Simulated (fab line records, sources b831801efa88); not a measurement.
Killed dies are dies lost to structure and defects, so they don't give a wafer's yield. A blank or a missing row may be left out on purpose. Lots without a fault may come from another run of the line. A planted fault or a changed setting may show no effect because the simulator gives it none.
Chamber matching | flow sky130 | SKY_VIA4_CMP_21 on cmp-01: 4 sister chambers
The step polishes, stops on SiO2, t overpolish 25 s, target thk 0 nm. 4 wafers are shown with their chamber, then 10 later ones without.

WAFERS WITH THEIR CHAMBER
wafer  | chamber | motor_current_A (A)
L991.2 | 1       | 10.6
L991.5 | 0       | 11.1
L994.1 | 2       | 10.8
L994.2 | 3       | 9.5

WAFERS WITHOUT THEIR CHAMBER
wafer  | motor_current_A (A)
L994.5 | 11.2
L997.1 | 10.2
L997.2 | 10.6
L997.6 | 10.7
L999.1 | 9.5
L999.5 | 11.1
L999.6 | 12.0
L104.3 | 10.0
L104.5 | 10.5
L104.6 | 11.0

WHICH CHAMBER EACH WENT THROUGH
wafer  | from the rows above               | in truth
L994.5 | can't be placed: 0 or 2 or 1      | 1
L997.1 | can't be placed: 1 or 2 or 3 or 0 | 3
L997.2 | can't be placed: 1 or 2 or 0      | 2
L997.6 | can't be placed: 1 or 2 or 0      | 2
L999.1 | 3                                 | 3
L999.5 | can't be placed: 0 or 2 or 1      | 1
L999.6 | can't be placed: 0 or 2 or 1      | 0
L104.3 | can't be placed: 3 or 1 or 2 or 0 | 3
L104.5 | can't be placed: 1 or 2 or 0      | 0
L104.6 | can't be placed: 0 or 2 or 1      | 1
Placed correctly: 1 of 10. Can't be placed from these rows: 9 (the true chamber is among the candidates in 9). Placed wrongly: 0.
How it was worked out, from the rows above alone: a wafer's distance from a chamber is the root of the sum, over the readings, of the square of ((its reading less the chamber's mean) divided by the reading's scatter). The wafer belongs to the nearest chamber; if the next one is less than 2 further off, it can't be placed. A chamber's mean is the mean of its shown wafers. The scatter: with one shown wafer a chamber, the root of the mean of the squares of how far each hidden wafer lies from its nearest shown one.
